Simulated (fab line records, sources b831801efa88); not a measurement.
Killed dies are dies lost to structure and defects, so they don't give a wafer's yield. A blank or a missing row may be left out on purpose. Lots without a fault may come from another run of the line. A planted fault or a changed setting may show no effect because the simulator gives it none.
Which tool did it? | flow sky130 | 12 lots, 33 wafers sampled, at 5 steps of a route of 708

WHAT THE GAUGES READ, wafer by wafer
SKY_VT_ADJUST_HVTP_CD_MEAS_07: target cd 380 nm. Usual: cd_nm 380.4 nm, standard deviation 2.7.
lot  | measured     | on        | cd_nm (nm)        | flag
L454 | day 6 02:10  | cd_sem-01 | 376.1 376.8 376.8 |
L455 | day 6 08:45  | cd_sem-01 | 376.5 378.2 378.2 |
L456 | day 6 13:12  | cd_sem-02 | 378.4 380.6 381.3 |
L457 | day 6 16:57  | cd_sem-01 | 382.3 381.1 379.8 |
L462 | day 8 10:28  | cd_sem-01 | 384.7 355.6       | OFF
L463 | day 8 13:15  | cd_sem-02 | 356.2 379.8       | OFF
L464 | day 8 19:29  | cd_sem-02 | 353.6 381.6       | OFF
L470 | day 10 09:34 | cd_sem-02 | 382.2 383.4 383.1 |
L474 | day 11 09:43 | cd_sem-01 | 381.5 382.1 380.7 |
L475 | day 11 11:43 | cd_sem-01 | 379.5 379.8 379.4 |
L476 | day 11 19:00 | cd_sem-02 | 381.6 380.8 382.6 |
L477 | day 12 02:48 | cd_sem-01 | 380.9 382.3 380.8 |

SKY_SONOS_ONO_CD_MEAS_13: target cd 410 nm. Usual: cd_nm 409.7 nm, standard deviation 2.3.
lot  | measured     | on        | cd_nm (nm)        | flag
L454 | day 12 16:22 | cd_sem-01 | 407.5 408.1 408.8 |
L455 | day 13 01:40 | cd_sem-02 | 406.2 406.1 404.0 |
L456 | day 13 05:52 | cd_sem-01 | 409.2 407.9 408.0 |
L457 | day 13 10:22 | cd_sem-01 | 408.8 410.3 409.8 |
L462 | day 15 17:11 | cd_sem-02 | 406.5 407.3       |
L463 | day 15 20:09 | cd_sem-01 | 409.1 413.3       |
L464 | day 16 04:46 | cd_sem-01 | 404.6 406.4       |
L470 | day 18 14:48 | cd_sem-02 | 412.3 411.3 410.3 |
L474 | day 19 16:13 | cd_sem-02 | 411.9 412.1 411.0 |
L475 | day 19 17:47 | cd_sem-01 | 410.6 413.1 410.5 |
L476 | day 20 11:58 | cd_sem-01 | 412.5 412.7 411.6 |
L477 | day 20 12:52 | cd_sem-01 | 412.6 411.3 411.8 |

SKY_LDD_P_TW_MEAS_11. Usual: LDD_P_TW 642, standard deviation 3.4.
lot  | measured     | on            | LDD_P_TW    | flag
L454 | day 18 21:37 | film_metro-02 | 642 642 644 |
L455 | day 19 11:16 | film_metro-03 | 642 641 642 |
L456 | day 19 19:33 | film_metro-02 | 638 637 641 |
L457 | day 20 00:19 | film_metro-03 | 646 643 642 |
L462 | day 22 11:26 | film_metro-02 | 640 638     |
L463 | day 22 13:17 | film_metro-04 | 633 637     |
L464 | day 22 23:53 | film_metro-02 | 640 643     |
L470 | day 25 07:14 | film_metro-02 | 639 640 638 |
L474 | day 26 08:18 | film_metro-04 | 644 644 645 |
L475 | day 26 09:49 | film_metro-04 | 636 639 644 |
L476 | day 27 05:35 | film_metro-02 | 644 642 640 |
L477 | day 27 08:37 | film_metro-04 | 639 637 637 |

SKY_SPACER_THK_MEAS_01. Usual: SPACER_CVD_00_THK 43.1 nm, standard deviation 0.36.
lot  | measured     | on            | SPACER_CVD_00_THK (nm) | flag
L454 | day 22 20:28 | film_metro-03 | 42.5 43.0 43.0         |
L455 | day 23 13:14 | film_metro-03 | 42.7 42.6 42.4         |
L456 | day 23 16:59 | film_metro-04 | 43.3 43.3 43.5         |
L457 | day 23 21:53 | film_metro-03 | 42.9 42.8 43.0         |
L462 | day 26 07:10 | film_metro-02 | 42.9 43.3              |
L463 | day 26 08:23 | film_metro-02 | 43.1 43.0              |
L464 | day 26 18:59 | film_metro-02 | 43.2 43.1              |
L470 | day 29 00:14 | film_metro-02 | 43.7 44.0 43.6         |
L474 | day 29 22:42 | film_metro-04 | 43.5 43.5 43.9         |
L475 | day 30 00:45 | film_metro-02 | 42.8 42.7 42.6         |
L476 | day 30 19:20 | film_metro-04 | 43.5 43.6 43.3         |
L477 | day 30 21:07 | film_metro-04 | 42.3 42.9 42.7         |

WHICH TOOL RAN EACH LOT (tool, then ch and the chambers of the sampled wafers, then the start)
lot  | SKY_VT_ADJUST_HVTP_EXPOSE_04
L454 | iline_stepper-02 ch 0, day 5 17:10
L455 | iline_stepper-02 ch 0, day 5 23:19
L456 | iline_stepper-02 ch 0, day 6 04:19
L457 | iline_stepper-02 ch 0, day 6 08:31
L462 | iline_stepper-02 ch 0, day 8 01:44
L463 | iline_stepper-02 ch 0, day 8 03:29
L464 | iline_stepper-02 ch 0, day 8 08:41
L470 | iline_stepper-01 ch 0, day 9 23:10
L474 | iline_stepper-01 ch 0, day 10 22:17
L475 | iline_stepper-01 ch 0, day 11 00:17
L476 | iline_stepper-01 ch 0, day 11 07:04
L477 | iline_stepper-02 ch 0, day 11 15:27
- SKY_VT_ADJUST_HVTP_EXPOSE_04: exposes mask HVTPM, target cd 380 nm.

WHAT THE TOOLS THEMSELVES READ (means of the sampled wafers that have a number; where no wafer has one, the mark that the record gives instead)
The record holds no such reading with a usual standard deviation.

THE ANSWER, worked out from the rows above alone
Rule: a lot is off if the mean of its wafers that have a number lies more than 3 standard deviations from the usual mean. A lot without any number at a reading at which 4 lots or more have one is off too. The other lots that the step has rows for count as sound. The gauges are gone through in route order, then the tools' own readings, and for those a lot's mean is taken as printed above. The first step at which some lot is off is used, and at that step the reading that is off furthest; a lot without a number counts as furthest.
Off: L462, L463, L464, at SKY_VT_ADJUST_HVTP_CD_MEAS_07 (cd_nm).
A tool fits if, at a process step before that reading, it ran every lot that is off, and no sound lot after the first of them. The gauges at SKY_VT_ADJUST_HVTP_CD_MEAS_07 are tried like those tools. None of those tried fits.

WHAT THE SIMULATOR HAD PUT IN
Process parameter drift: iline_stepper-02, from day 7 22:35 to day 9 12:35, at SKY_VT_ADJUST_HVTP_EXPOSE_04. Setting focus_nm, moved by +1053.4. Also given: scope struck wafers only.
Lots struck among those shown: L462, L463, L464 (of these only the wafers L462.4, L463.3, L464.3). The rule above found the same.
